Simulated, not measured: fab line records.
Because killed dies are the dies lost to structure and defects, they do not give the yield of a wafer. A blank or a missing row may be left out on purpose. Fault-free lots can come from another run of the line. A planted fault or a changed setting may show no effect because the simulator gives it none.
fab line records -- flow sky130 -- part 1 of 2: steps 1 to 29 of 42
[record] lots = 5, wafers = 15, last-day = 49
route steps=708 shown LDD_N@240 LDD_P@255 LDD_HVN@267 LDD_HVP@278
lots that met no fault: from a run of the same line without faults
start-h: hours from the record's opening day to when the first of the lot's shown wafers began -- wait-h: hours since the lot's step before -- " same as the row above -- L1.1+2: several wafers, shown together as one row -- - no value, or no start given -- * or withheld: withheld -- < > ~ a bound
route shown NAME@n: names a module that has steps shown in the file, with the first one's number in the route -- usual: average and standard deviation across the fault-free wafers -- same: alike in all rows -- chamber/n: place in a boat -- sites: readings site by site -- _std_site: the values' standard deviation -- _edge_site: outer sites' mean less inner sites' -- radius-mm: how far each site lies from the wafer's centre -- mask NAME#n: copy n -- behind: tool/chamber where the wafer was last shaped -- hold: why the lot was held/for how many hours/how that ended -- device: which transistor (n, p or np) failed to switch -- end of line: the route-end tests of the same wafers -- a step with no rows: only its recipe -- killed: at the first sort, the dies lost to defects and structure; wafer yield is something else -- map: dies across one wafer; x = killed, . = not, _ = none there
set.NAME: the setting the step ran with; set.NAME@STEP: the setting that earlier step ran with -- model.NAME: the simulator's own value behind a step, which no gauge read
lots at some steps of the route; a table a step, a row a wafer
services: when a tool's chamber went out of use (start-h, in hours from the record's first day, below 0 if earlier), for how many hours, and the reason
[[steps]]
[step SKY_LDD_N_SOFTBAKE_03]
[recipe] temp-c = 90, time-s = 57.87, resist = NOVOLAK
lot.wafer,tool,chamber,start-h,wait-h
L079.2+3+4,litho-track-03,0,443.26,0.1
L080.1+3+5,litho-track-01,0,443.43,0.1
L085.2+5+6,litho-track-04,0,488.98,0.1
L087.1+3+4,litho-track-04,0,512.41,0.1
L095.1+3+6,litho-track-01,0,559.33,0.1
[step SKY_LDD_N_EXPOSE_04]
[recipe] mask-id = NTM, target-cd-nm = 840, na = 0.6, source-shape = conventional, sigma-outer = 0.6, dose-mj = 110
lot.wafer,tool,chamber,start-h,wait-h,mask
L079.2+3+4,iline-stepper-02,0,-,-,NTM#0
L080.1+3+5,iline-stepper-01,0,-,-,NTM#0
L085.2+5+6,iline-stepper-01,0,-,-,NTM#0
L087.1+3+4,iline-stepper-02,0,-,-,NTM#0
L095.1+3+6,iline-stepper-02,0,-,-,NTM#0
[step SKY_LDD_N_PEB_05]
[recipe] temp-c = withheld, time-s = *, resist = NOVOLAK
lot.wafer,tool,chamber,start-h,wait-h
L079.2+3+4,litho-track-03,0,-,-
L080.1+3+5,litho-track-03,0,-,-
L085.2+5+6,litho-track-03,0,-,-
L087.1+3+4,litho-track-01,0,-,-
L095.1+3+6,litho-track-01,0,-,-
[step SKY_LDD_N_DEVELOP_06]
[recipe] develop-time-s = 60, dev-temp-c = 23
lot.wafer,tool,chamber,start-h,wait-h
L079.2+3+4,litho-track-03,0,458.16,0.1
L080.1+3+5,litho-track-03,0,458.74,0.1
L085.2+5+6,litho-track-03,0,504.21,0.1
L087.1+3+4,litho-track-01,0,527.98,0.1
L095.1+3+6,litho-track-01,0,574.18,0.1
[step SKY_LDD_N_OVL_MEAS_07]
[usual] LDD_N_OVL = -0.3/1.3
lot.wafer,tool,chamber,start-h,wait-h,LDD_N_OVL[nm]
L079.2,overlay-01,-,458.29,0.1,-1.2
L079.3,overlay-01,-,458.29,0.1,-0.6
L079.4,overlay-01,-,458.29,0.1,-2.9
L080.1,overlay-01,-,458.89,0.1,2.5
L080.3,overlay-01,-,458.89,0.1,2.4
L080.5,overlay-01,-,458.89,0.1,1.0
L085.2,overlay-02,-,504.34,0.1,-1.0
L085.5,overlay-02,-,504.34,0.1,-1.0
L085.6,overlay-02,-,504.34,0.1,0.4
L087.1,overlay-01,-,528.13,0.1,0.7
L087.3,overlay-01,-,528.13,0.1,1.2
L087.4,overlay-01,-,528.13,0.1,-0.4
L095.1,overlay-02,-,574.33,0.1,-1.9
L095.3,overlay-02,-,574.33,0.1,-1.1
L095.6,overlay-02,-,574.33,0.1,-0.9
[step SKY_LDD_N_IMPLANT_08]
[recipe] species = As, energy-kev = 20, dose-cm2 = 7.5e+13, tilt-deg = withheld, rotation-deg = 23
[usual] beam-energy-keV = 20.002/0.0065, beam-on-s = 10.00/0.2
lot.wafer,tool,chamber,start-h,wait-h,beam-energy-keV,beam-on-s
L079.2,implanter-02,0,458.35,0.0,19.996,9.93
L079.3,implanter-02,0,458.35,0.0,19.994,9.88
L079.4,implanter-02,0,458.35,0.0,20.008,10.02
L080.1,implanter-04,0,458.92,0.0,19.993,9.79
L080.3,implanter-04,0,458.92,0.0,19.996,9.90
L080.5,implanter-04,0,458.92,0.0,19.994,10.00
L085.2,implanter-04,0,504.40,0.0,19.998,9.69
L085.5,implanter-04,0,504.40,0.0,20.008,10.01
L085.6,implanter-04,0,504.40,0.0,20.008,9.96
L087.1,implanter-01,0,528.17,0.0,20.005,10.05
L087.3,implanter-01,0,528.17,0.0,20.011,9.71
L087.4,implanter-01,0,528.17,0.0,20.004,9.74
L095.1,implanter-04,0,574.37,0.0,20.000,9.97
L095.3,implanter-04,0,574.37,0.0,19.997,10.04
L095.6,implanter-04,0,574.37,0.0,19.996,9.99
[step SKY_LDD_N_IMPLANT_09]
[recipe] species = As, energy-kev = 20, dose-cm2 = 7.5e+13, tilt-deg = withheld, rotation-deg = 113
[usual] beam-energy-keV = 20.000/0.0061, beam-on-s = 10.01/0.19
lot.wafer,tool,chamber,start-h,wait-h,beam-energy-keV,beam-on-s
L079.2,implanter-02,0,458.50,0.1,20.000,10.06
L079.3,implanter-02,0,458.50,0.1,19.994,10.13
L079.4,implanter-02,0,458.50,0.1,20.006,10.39
L080.1,implanter-04,0,459.07,0.1,19.999,10.16
L080.3,implanter-04,0,459.07,0.1,20.005,10.19
L080.5,implanter-04,0,459.07,0.1,20.007,10.24
L085.2,implanter-04,0,504.55,0.1,19.995,9.70
L085.5,implanter-04,0,504.55,0.1,19.986,10.15
L085.6,implanter-04,0,504.55,0.1,19.997,10.00
L087.1,implanter-01,0,528.32,0.1,20.005,9.58
L087.3,implanter-01,0,528.32,0.1,19.995,9.87
L087.4,implanter-01,0,528.32,0.1,20.001,9.56
L095.1,implanter-04,0,574.52,0.1,20.001,10.12
L095.3,implanter-04,0,574.52,0.1,20.003,9.88
L095.6,implanter-04,0,574.52,0.1,20.001,10.33
[step SKY_LDD_N_IMPLANT_10]
[recipe] species = As, energy-kev = 20, dose-cm2 = 7.5e+13, tilt-deg = withheld, rotation-deg = 203
[usual] beam-energy-keV = 20.001/0.0063, beam-on-s = 10.02/0.21
lot.wafer,tool,chamber,start-h,wait-h,beam-energy-keV,beam-on-s
L079.2,implanter-02,0,458.65,0.1,20.009,10.29
L079.3,implanter-02,0,458.65,0.1,20.014,10.17
L079.4,implanter-02,0,458.65,0.1,20.008,10.12
L080.1,implanter-04,0,459.22,0.1,20.009,10.42
L080.3,implanter-04,0,459.22,0.1,20.006,9.82
L080.5,implanter-04,0,459.22,0.1,19.998,9.61
L085.2,implanter-04,0,504.70,0.1,19.989,9.72
L085.5,implanter-04,0,504.70,0.1,19.994,10.20
L085.6,implanter-04,0,504.70,0.1,20.001,9.73
L087.1,implanter-01,0,528.47,0.1,20.004,10.15
L087.3,implanter-01,0,528.47,0.1,20.010,10.53
L087.4,implanter-01,0,528.47,0.1,20.003,9.91
L095.1,implanter-04,0,574.67,0.1,20.000,10.03
L095.3,implanter-04,0,574.67,0.1,19.997,10.16
L095.6,implanter-04,0,574.67,0.1,19.996,10.16
[step SKY_LDD_N_IMPLANT_11]
[recipe] species = As, energy-kev = 20, dose-cm2 = 7.5e+13, tilt-deg = withheld, rotation-deg = 293
[usual] beam-energy-keV = 20.000/0.0056, beam-on-s = 10.00/0.21
lot.wafer,tool,chamber,start-h,wait-h,beam-energy-keV,beam-on-s
L079.2,implanter-02,0,458.80,0.1,20.003,9.99
L079.3,implanter-02,0,458.80,0.1,20.008,10.04
L079.4,implanter-02,0,458.80,0.1,20.002,9.70
L080.1,implanter-04,0,459.37,0.1,19.997,9.97
L080.3,implanter-04,0,459.37,0.1,19.988,9.77
L080.5,implanter-04,0,459.37,0.1,19.990,9.95
L085.2,implanter-04,0,504.85,0.1,19.997,10.55
L085.5,implanter-04,0,504.85,0.1,19.998,9.85
L085.6,implanter-04,0,504.85,0.1,20.006,10.21
L087.1,implanter-01,0,528.62,0.1,19.991,10.28
L087.3,implanter-01,0,528.62,0.1,19.992,10.36
L087.4,implanter-01,0,528.62,0.1,19.996,10.06
L095.1,implanter-04,0,574.82,0.1,19.995,9.98
L095.3,implanter-04,0,574.82,0.1,20.001,10.22
L095.6,implanter-04,0,574.82,0.1,20.006,9.75
[step SKY_LDD_N_IMPLANT_12]
[recipe] species = BF2, energy-kev = 49.65, dose-cm2 = 5e+12, tilt-deg = 30, rotation-deg = 0
[usual] beam-energy-keV = 49.652/0.013, beam-on-s = 9.98/0.2, tilt-deg = 30.003/0.021
lot.wafer,tool,chamber,start-h,wait-h,beam-energy-keV,beam-on-s,tilt-deg
L079.2,implanter-02,0,458.95,0.1,49.654,10.19,29.981
L079.3,implanter-02,0,458.95,0.1,49.644,9.98,30.023
L079.4,implanter-02,0,458.95,0.1,49.658,9.69,30.012
L080.1,implanter-04,0,459.52,0.1,49.663,9.90,30.033
L080.3,implanter-04,0,459.52,0.1,49.663,10.05,29.997
L080.5,implanter-04,0,459.52,0.1,49.656,10.18,29.996
L085.2,implanter-04,0,505.00,0.1,49.655,9.90,30.005
L085.5,implanter-04,0,505.00,0.1,49.633,9.88,29.999
L085.6,implanter-04,0,505.00,0.1,49.647,9.60,30.017
L087.1,implanter-01,0,528.77,0.1,49.635,10.17,29.988
L087.3,implanter-01,0,528.77,0.1,49.645,9.96,30.014
L087.4,implanter-01,0,528.77,0.1,49.625,10.00,29.985
L095.1,implanter-04,0,574.97,0.1,49.657,9.56,30.002
L095.3,implanter-04,0,574.97,0.1,49.668,10.03,29.992
L095.6,implanter-04,0,574.97,0.1,49.648,9.77,30.068
[step SKY_LDD_N_IMPLANT_13]
[recipe] species = BF2, energy-kev = 50, dose-cm2 = 5e+12, tilt-deg = 30, rotation-deg = 90
[usual] beam-energy-keV = 50.001/0.014, beam-on-s = 9.99/0.2, tilt-deg = 30.003/0.02
lot.wafer,tool,chamber,start-h,wait-h,beam-energy-keV,beam-on-s,tilt-deg
L079.2,implanter-02,0,459.10,0.1,50.003,9.99,29.980
L079.3,implanter-02,0,459.10,0.1,50.000,9.93,29.967
L079.4,implanter-02,0,459.10,0.1,49.990,9.97,30.009
L080.1,implanter-04,0,459.67,0.1,49.992,9.79,29.999
L080.3,implanter-04,0,459.67,0.1,49.989,9.84,30.004
L080.5,implanter-04,0,459.67,0.1,49.997,9.71,29.999
L085.2,implanter-04,0,505.15,0.1,50.002,9.78,29.995
L085.5,implanter-04,0,505.15,0.1,50.003,9.99,29.972
L085.6,implanter-04,0,505.15,0.1,49.995,10.35,29.995
L087.1,implanter-01,0,528.92,0.1,49.986,9.96,30.003
L087.3,implanter-01,0,528.92,0.1,49.998,9.94,29.989
L087.4,implanter-01,0,528.92,0.1,49.984,9.78,30.009
L095.1,implanter-04,0,575.12,0.1,50.012,10.06,29.997
L095.3,implanter-04,0,575.12,0.1,49.989,10.19,29.978
L095.6,implanter-04,0,575.12,0.1,50.002,9.90,29.995
[step SKY_LDD_N_IMPLANT_14]
[recipe] species = BF2, energy-kev = 50, dose-cm2 = 5e+12, tilt-deg = 30, rotation-deg = 180
[usual] beam-energy-keV = 50.001/0.013, beam-on-s = 10.01/0.2, tilt-deg = 29.996/0.017
lot.wafer,tool,chamber,start-h,wait-h,beam-energy-keV,beam-on-s,tilt-deg
L079.2,implanter-02,0,459.25,0.1,50.004,9.92,30.011
L079.3,implanter-02,0,459.25,0.1,49.997,9.77,30.020
L079.4,implanter-02,0,459.25,0.1,50.018,10.22,30.024
L080.1,implanter-04,0,459.82,0.1,50.015,9.98,29.992
L080.3,implanter-04,0,459.82,0.1,50.009,9.86,29.969
L080.5,implanter-04,0,459.82,0.1,50.002,10.10,29.971
L085.2,implanter-04,0,505.30,0.1,49.992,9.98,30.015
L085.5,implanter-04,0,505.30,0.1,50.005,10.23,30.014
L085.6,implanter-04,0,505.30,0.1,49.990,9.95,29.966
L087.1,implanter-01,0,529.07,0.1,50.003,9.88,29.980
L087.3,implanter-01,0,529.07,0.1,49.992,9.82,29.998
L087.4,implanter-01,0,529.07,0.1,49.977,9.79,29.993
L095.1,implanter-04,0,575.27,0.1,49.994,10.03,30.005
L095.3,implanter-04,0,575.27,0.1,50.004,10.06,30.009
L095.6,implanter-04,0,575.27,0.1,50.023,9.84,29.994
[step SKY_LDD_N_IMPLANT_15]
[recipe] species = BF2, energy-kev = 50, dose-cm2 = 5e+12, tilt-deg = 30, rotation-deg = 270
[usual] beam-energy-keV = 50.000/0.017, beam-on-s = 10.03/0.21, tilt-deg = 29.996/0.019
lot.wafer,tool,chamber,start-h,wait-h,beam-energy-keV,beam-on-s,tilt-deg
L079.2,implanter-02,0,459.40,0.1,50.005,9.86,29.986
L079.3,implanter-02,0,459.40,0.1,49.971,9.97,29.976
L079.4,implanter-02,0,459.40,0.1,49.981,9.56,30.023
L080.1,implanter-04,0,459.97,0.1,49.998,10.18,30.002
L080.3,implanter-04,0,459.97,0.1,49.996,9.98,29.987
L080.5,implanter-04,0,459.97,0.1,49.973,10.05,30.007
L085.2,implanter-04,0,505.45,0.1,49.980,9.89,29.989
L085.5,implanter-04,0,505.45,0.1,50.004,9.73,29.975
L085.6,implanter-04,0,505.45,0.1,49.984,10.30,29.986
L087.1,implanter-01,0,529.22,0.1,50.021,10.04,29.993
L087.3,implanter-01,0,529.22,0.1,50.005,10.04,30.004
L087.4,implanter-01,0,529.22,0.1,49.987,10.01,30.008
L095.1,implanter-04,0,575.42,0.1,50.008,10.07,30.001
L095.3,implanter-04,0,575.42,0.1,50.019,9.80,30.009
L095.6,implanter-04,0,575.42,0.1,50.008,10.14,29.980
[step SKY_LDD_N_STRIP_16]
[recipe] chemistry = O2/N2, power-w = 1400, pressure-mtorr = 1500, platen-temp-c = withheld, o2-flow-sccm = 3000, n2-flow-sccm = 300, overash-fraction = 0.5
[usual] drypump-motor-current-A = 5.5/0.38, oes-product-au = 0.407/0.0045, strip-time-to-endpoint-s = 4.313/0.014
lot.wafer,tool,chamber,start-h,wait-h,drypump-motor-current-A,oes-product-au,rf-hours-counter-h,strip-time-to-endpoint-s
L079.2,plasma-asher-03,0,459.52,0.1,5.8,0.408,3,4.318
L079.3,plasma-asher-03,0,459.52,0.1,5.8,0.404,-,4.312
L079.4,plasma-asher-03,1,459.52,0.1,6.0,0.405,-,4.307
L080.1,plasma-asher-02,1,460.12,0.1,4.9,0.405,80,4.300
L080.3,plasma-asher-02,1,460.12,0.1,5.0,0.406,-,4.317
L080.5,plasma-asher-02,1,460.12,0.1,4.9,0.413,-,4.330
L085.2,plasma-asher-02,0,505.57,0.1,5.0,0.407,84,4.316
L085.5,plasma-asher-02,0,505.57,0.1,5.0,0.410,-,4.312
L085.6,plasma-asher-02,1,505.57,0.1,4.9,0.412,-,4.328
L087.1,plasma-asher-02,1,529.37,0.1,5.0,0.412,87,4.346
L087.3,plasma-asher-02,1,529.37,0.1,4.9,0.407,-,4.324
L087.4,plasma-asher-02,0,529.37,0.1,5.0,0.411,-,4.331
L095.1,plasma-asher-03,0,575.57,0.1,5.8,0.407,15,4.311
L095.3,plasma-asher-03,0,575.57,0.1,5.8,0.402,-,4.307
L095.6,plasma-asher-03,1,575.57,0.1,5.9,0.400,-,4.320
[step SKY_LDD_N_TW_MEAS_17]
[usual] LDD_N_TW = 2554/40
lot.wafer,tool,chamber,start-h,wait-h,LDD_N_TW
L079.2,film-metro-04,-,459.63,0.1,2523
L079.3,film-metro-04,-,459.63,0.1,2531
L079.4,film-metro-04,-,459.63,0.1,2504
L080.1,film-metro-03,-,460.22,0.1,2610
L080.3,film-metro-03,-,460.22,0.1,2617
L080.5,film-metro-03,-,460.22,0.1,2632
L085.2,film-metro-04,-,505.68,0.1,2516
L085.5,film-metro-04,-,505.68,0.1,2525
L085.6,film-metro-04,-,505.68,0.1,2524
L087.1,film-metro-04,-,529.47,0.1,2505
L087.3,film-metro-04,-,529.47,0.1,2520
L087.4,film-metro-04,-,529.47,0.1,2515
L095.1,film-metro-04,-,575.67,0.1,2522
L095.3,film-metro-04,-,575.67,0.1,2517
L095.6,film-metro-04,-,575.67,0.1,2522
[step SKY_LDD_P_DEHYDRATE_00]
[recipe] temp-c = 200, time-s = 60
lot.wafer,tool,chamber,start-h,wait-h
L079.2+3+4,litho-track-02,0,473.73,14.1
L080.1+3+5,litho-track-04,0,474.56,14.3
L085.2+5+6,litho-track-01,0,519.91,14.2
L087.1+3+4,litho-track-02,0,544.10,14.6
L095.1+3+6,litho-track-02,0,589.65,14.0
[step SKY_LDD_P_HMDS_01]
[recipe] prime-time-s = 60, prime-temp-c = 120
lot.wafer,tool,chamber,start-h,wait-h
L079.2+3+4,litho-track-02,0,473.88,0.1
L080.1+3+5,litho-track-04,0,474.71,0.1
L085.2+5+6,litho-track-01,0,520.06,0.1
L087.1+3+4,litho-track-02,0,544.25,0.1
L095.1+3+6,litho-track-02,0,589.80,0.1
[step SKY_LDD_P_COAT_02]
[recipe] resist = NOVOLAK, spin-rpm = 3000, resist-thk-nm = 1140
lot.wafer,tool,chamber,start-h,wait-h
L079.2+3+4,litho-track-02,0,474.03,0.1
L080.1+3+5,litho-track-04,0,474.86,0.1
L085.2+5+6,litho-track-01,0,520.21,0.1
L087.1+3+4,litho-track-02,0,544.40,0.1
L095.1+3+6,litho-track-02,0,589.95,0.1
[step SKY_LDD_P_SOFTBAKE_03]
[recipe] temp-c = 90, time-s = 60, resist = NOVOLAK
lot.wafer,tool,chamber,start-h,wait-h
L079.2+3+4,litho-track-02,0,474.18,0.1
L080.1+3+5,litho-track-04,0,475.01,0.1
L085.2+5+6,litho-track-01,0,520.36,0.1
L087.1+3+4,litho-track-02,0,544.55,0.1
L095.1+3+6,litho-track-02,0,590.10,0.1
[step SKY_LDD_P_EXPOSE_04]
[recipe] mask-id = PSDM, na = 0.6, source-shape = conventional, sigma-outer = 0.6, polarization = unpolarized, target-cd-nm = 380, dose-mj = 138
lot.wafer,tool,chamber,start-h,wait-h,mask
L079.2+3+4,iline-stepper-02,0,-,-,PSDM#0
L080.1+3+5,iline-stepper-02,0,-,-,PSDM#0
L085.2+5+6,iline-stepper-02,0,-,-,PSDM#0
L087.1+3+4,iline-stepper-01,0,-,-,PSDM#0
L095.1+3+6,iline-stepper-02,0,-,-,PSDM#0
[step SKY_LDD_P_PEB_05]
[recipe] temp-c = withheld, time-s = *, resist = NOVOLAK
lot.wafer,tool,chamber,start-h,wait-h
L079.2+3+4,litho-track-04,0,-,-
L080.1+3+5,litho-track-04,0,-,-
L085.2+5+6,litho-track-02,0,-,-
L087.1+3+4,litho-track-02,0,-,-
L095.1+3+6,litho-track-02,0,-,-
[step SKY_LDD_P_DEVELOP_06]
[recipe] resist = NOVOLAK, developer = TMAH, develop-time-s = 60, dev-temp-c = 23
lot.wafer,tool,chamber,start-h,wait-h
L079.2+3+4,litho-track-04,0,489.28,0.1
L080.1+3+5,litho-track-04,0,489.56,0.1
L085.2+5+6,litho-track-02,0,535.48,0.1
L087.1+3+4,litho-track-02,0,559.15,0.1
L095.1+3+6,litho-track-02,0,604.75,0.1
[step SKY_LDD_P_CD_MEAS_07]
[recipe] target-cd-nm = 380
[usual] cd-nm = 379.7/3
lot.wafer,tool,chamber,start-h,wait-h,cd-nm
L079.2,cd-sem-01,-,489.43,0.1,381.2
L079.3,cd-sem-01,-,489.43,0.1,380.7
L079.4,cd-sem-01,-,489.43,0.1,383.9
L080.1,cd-sem-01,-,489.71,0.1,381.8
L080.3,cd-sem-01,-,489.71,0.1,381.3
L080.5,cd-sem-01,-,489.71,0.1,382.5
L085.2,cd-sem-01,-,535.62,0.1,380.4
L085.5,cd-sem-01,-,535.62,0.1,380.9
L085.6,cd-sem-01,-,535.62,0.1,379.7
L087.1,cd-sem-01,-,559.30,0.1,375.8
L087.3,cd-sem-01,-,559.30,0.1,375.1
L087.4,cd-sem-01,-,559.30,0.1,378.0
L095.1,cd-sem-01,-,604.90,0.1,381.3
L095.3,cd-sem-01,-,604.90,0.1,381.7
L095.6,cd-sem-01,-,604.90,0.1,382.5
[step SKY_LDD_P_OVL_MEAS_08]
[usual] LDD_P_OVL = -0.1/1.3
lot.wafer,tool,chamber,start-h,wait-h,LDD_P_OVL[nm]
L079.2,overlay-02,-,489.53,0.1,0.3
L079.3,overlay-02,-,489.53,0.1,0.1
L079.4,overlay-02,-,489.53,0.1,1.6
L080.1,overlay-01,-,489.83,0.1,-2.2
L080.3,overlay-01,-,489.83,0.1,-0.9
L080.5,overlay-01,-,489.83,0.1,-0.8
L085.2,overlay-01,-,535.73,0.1,2.6
L085.5,overlay-01,-,535.73,0.1,2.2
L085.6,overlay-01,-,535.73,0.1,2.6
L087.1,overlay-01,-,559.42,0.1,-1.5
L087.3,overlay-01,-,559.42,0.1,-1.5
L087.4,overlay-01,-,559.42,0.1,-1.4
L095.1,overlay-01,-,605.02,0.1,1.7
L095.3,overlay-01,-,605.02,0.1,2.4
L095.6,overlay-01,-,605.02,0.1,1.5
[step SKY_LDD_P_IMPLANT_09]
[recipe] species = BF2, energy-kev = 25, dose-cm2 = 1e+13, tilt-deg = withheld
[usual] beam-energy-keV = 25.001/0.0069, beam-on-s = 10.00/0.2
lot.wafer,tool,chamber,start-h,wait-h,beam-energy-keV,beam-on-s
L079.2,implanter-04,0,489.59,0.0,25.007,10.13
L079.3,implanter-04,0,489.59,0.0,25.004,9.81
L079.4,implanter-04,0,489.59,0.0,25.002,10.38
L080.1,implanter-03,0,489.86,0.0,24.996,10.18
L080.3,implanter-03,0,489.86,0.0,25.002,9.96
L080.5,implanter-03,0,489.86,0.0,24.995,10.03
L085.2,implanter-02,0,535.78,0.0,24.991,10.20
L085.5,implanter-02,0,535.78,0.0,24.992,9.81
L085.6,implanter-02,0,535.78,0.0,24.997,9.84
L087.1,implanter-03,0,559.46,0.0,24.990,9.80
L087.3,implanter-03,0,559.46,0.0,25.007,10.23
L087.4,implanter-03,0,559.46,0.0,25.003,9.97
L095.1,implanter-03,0,605.06,0.0,25.000,9.93
L095.3,implanter-03,0,605.06,0.0,24.998,9.85
L095.6,implanter-03,0,605.06,0.0,25.002,10.02
[step SKY_LDD_P_STRIP_10]
[recipe] chemistry = O2/N2, power-w = 1400, pressure-mtorr = 1500, platen-temp-c = withheld, o2-flow-sccm = 3000, n2-flow-sccm = 300, overash-fraction = 0.5
[usual] drypump-motor-current-A = 5.6/0.35, oes-product-au = 0.715/0.0046, strip-time-to-endpoint-s = 14.17/0.033
lot.wafer,tool,chamber,start-h,wait-h,drypump-motor-current-A,oes-product-au,rf-hours-counter-h,strip-time-to-endpoint-s
L079.2,plasma-asher-03,0,489.71,0.1,5.8,0.716,6,14.13
L079.3,plasma-asher-03,1,489.71,0.1,5.9,0.710,-,14.18
L079.4,plasma-asher-03,0,489.71,0.1,5.8,0.716,-,14.18
L080.1,plasma-asher-04,0,490.01,0.1,4.9,0.715,67,14.12
L080.3,plasma-asher-04,1,490.01,0.1,5.9,0.713,-,14.18
L080.5,plasma-asher-04,0,490.01,0.1,5.0,0.720,-,14.18
L085.2,plasma-asher-03,1,535.91,0.1,6.0,0.711,11,14.19
L085.5,plasma-asher-03,0,535.91,0.1,5.8,0.713,-,14.17
L085.6,plasma-asher-03,1,535.91,0.1,6.0,0.705,-,14.16
L087.1,plasma-asher-01,0,559.61,0.1,5.3,0.715,38,14.17
L087.3,plasma-asher-01,1,559.61,0.1,5.8,0.714,-,14.17
L087.4,plasma-asher-01,0,559.61,0.1,5.3,0.714,-,14.11
L095.1,plasma-asher-04,0,605.21,0.1,5.0,0.713,79,14.17
L095.3,plasma-asher-04,1,605.21,0.1,5.9,0.719,-,14.17
L095.6,plasma-asher-04,0,605.21,0.1,5.0,0.719,-,14.14
[step SKY_LDD_P_TW_MEAS_11]
[usual] LDD_P_TW = 639/4.3
lot.wafer,tool,chamber,start-h,wait-h,LDD_P_TW
L079.2,film-metro-03,-,489.82,0.1,645
L079.3,film-metro-03,-,489.82,0.1,647
L079.4,film-metro-03,-,489.82,0.1,647
L080.1,film-metro-02,-,490.11,0.1,635
L080.3,film-metro-02,-,490.11,0.1,635
L080.5,film-metro-02,-,490.11,0.1,637
L085.2,film-metro-02,-,536.02,0.1,632
L085.5,film-metro-02,-,536.02,0.1,631
L085.6,film-metro-02,-,536.02,0.1,635
L087.1,film-metro-01,-,559.71,0.1,636
L087.3,film-metro-01,-,559.71,0.1,635
L087.4,film-metro-01,-,559.71,0.1,635
L095.1,film-metro-01,-,605.31,0.1,640
L095.3,film-metro-01,-,605.31,0.1,641
L095.6,film-metro-01,-,605.31,0.1,639
[step SKY_LDD_HVN_DEHYDRATE_00]
[recipe] temp-c = 200, time-s = 60
lot.wafer,tool,chamber,start-h,wait-h
L079.2+3+4,litho-track-03,0,504.36,14.5
L080.1+3+5,litho-track-04,0,504.46,14.3
L085.2+5+6,litho-track-04,0,550.08,14.1
L087.1+3+4,litho-track-04,0,574.36,14.6
L095.1+3+6,litho-track-04,0,618.96,13.6
[step SKY_LDD_HVN_HMDS_01]
[recipe] prime-time-s = 60, prime-temp-c = 120
lot.wafer,tool,chamber,start-h,wait-h
L079.2+3+4,litho-track-03,0,504.51,0.1
L080.1+3+5,litho-track-04,0,504.61,0.1
L085.2+5+6,litho-track-04,0,550.23,0.1
L087.1+3+4,litho-track-04,0,574.51,0.1
L095.1+3+6,litho-track-04,0,619.11,0.1
